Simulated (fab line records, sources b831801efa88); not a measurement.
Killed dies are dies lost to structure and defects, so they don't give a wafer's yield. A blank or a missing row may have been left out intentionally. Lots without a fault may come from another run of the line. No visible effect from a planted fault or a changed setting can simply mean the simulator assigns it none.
A struck lot beside a sound one ; flow sky130 ; 15 out of 708 route steps
Sound: these wafers, L677.4, L677.5, L677.6. Struck: wafers L682.3, L682.5, L682.6. At the end, the cause is stated.
Order at every step that has rows: each side's tool, ch and its chambers, its first start. Under that, the readings that differ: sound wafers ; struck wafers ; difference of the means ; sigmas: that difference in standard deviations of wafers without a fault.
alike: a reading whose means differ by less than 2 such deviations, as well as words and numbers matching on both sides. not compared: withheld readings; readings where some wafer has no value; bounds like >300 that might hide an equal value; numbers whose values overlap and for which the record gives no deviation.
The two part at a step that has a row with sigmas, a row that says differs or no value, or rows on one side only. Numbers that have no deviation but don't overlap get no sigmas and don't part them. Lack of a reading on every wafer of one side parts them only where that side has two or more wafers.

first, 4 steps without rows for these wafers: SKY_VIA3_STRIP_16 (strips in O2/N2); SKY_VIA3_STRIP_17 (strips in post etch residue remover, time 1200 s); SKY_VIA3_CLEAN_18 (cleans in IPA, time 180 s); SKY_VIA3_CLEAN_19 (cleans in O3/DIW).
SKY_VIA3_SPUTTER_20: material TiN, target thk 20 nm, time 80 s.
  struck on pvd-sputter-03, day 45 07:16; sound on pvd-sputter-03, day 44 07:37
  alike: throttle-valve-pct
SKY_VIA3_CVD_21: deposits W, target thk 390 nm, time 117.31 s.
  sound on cvd-w-02 ch 0,1, day 44 07:43; struck on cvd-w-02 ch 0,1, day 45 07:23
  alike: heater-power-w
SKY_VIA3_RS_MEAS_22: the measuring method here is four-point-probe.
  struck on film-metro-03, day 45 07:30; sound on film-metro-04, day 44 07:52
  alike: VIA3_W_RS
SKY_VIA3_THK_MEAS_23: measures by xrf.
  struck on film-metro-03, day 45 07:36; sound on film-metro-04, day 44 07:58
  alike: VIA3_W_THK
SKY_VIA3_CMP_24: polishes, stops on SiO2, t overpolish 20 s, target thk 0 nm.
  sound on cmp-02 ch 1,2, day 44 08:12; struck on cmp-01 ch 2,3, day 45 07:41
reading;sound;struck;difference;sigmas
time-to-endpoint-s (s);98 96 95;85 88 86;-10;-3
  alike: motor-current-A, overpolish-run-s
SKY_METAL4_SPUTTER_00: material Ti, target thk 15 nm, time 10 s.
  struck on pvd-sputter-04, day 45 07:56; sound on pvd-sputter-04, day 44 08:30
  alike: throttle-valve-pct
then, 1 step without rows for these wafers: SKY_METAL4_SPUTTER_01 (material TiN, target thk 20 nm, time 16.7 s).
SKY_METAL4_SPUTTER_02: material AlCu, target thk 735 nm, time 39.1 s.
  struck on pvd-sputter-04, day 45 07:59; sound on pvd-sputter-04, day 44 08:33
  alike: throttle-valve-pct
SKY_METAL4_SPUTTER_03: material Ti, target thk 5 nm, time 3.3 s.
  struck on pvd-sputter-04, day 45 08:01; sound on pvd-sputter-04, day 44 08:35
reading;sound;struck;difference;sigmas
model.Ti_of_METAL4_SPUTTER_03.thk-nm (nm);4.859 4.854 4.943;5.869 5.851 5.819;+0.961;
  alike: throttle-valve-pct
then, 1 step without rows for these wafers: SKY_METAL4_SPUTTER_04 (material TiN, target thk 70 nm, time 58.3 s).
SKY_PAD_OPEN_PROBE_99:
  the record has rows for the sound wafers here (prober-01, day 49 16:59) and none for the struck ones

## WHERE THEY PART
Earliest at SKY_VIA3_CMP_24; latest, in this record, at SKY_PAD_OPEN_PROBE_99.

WHY: the cause the simulator had injected
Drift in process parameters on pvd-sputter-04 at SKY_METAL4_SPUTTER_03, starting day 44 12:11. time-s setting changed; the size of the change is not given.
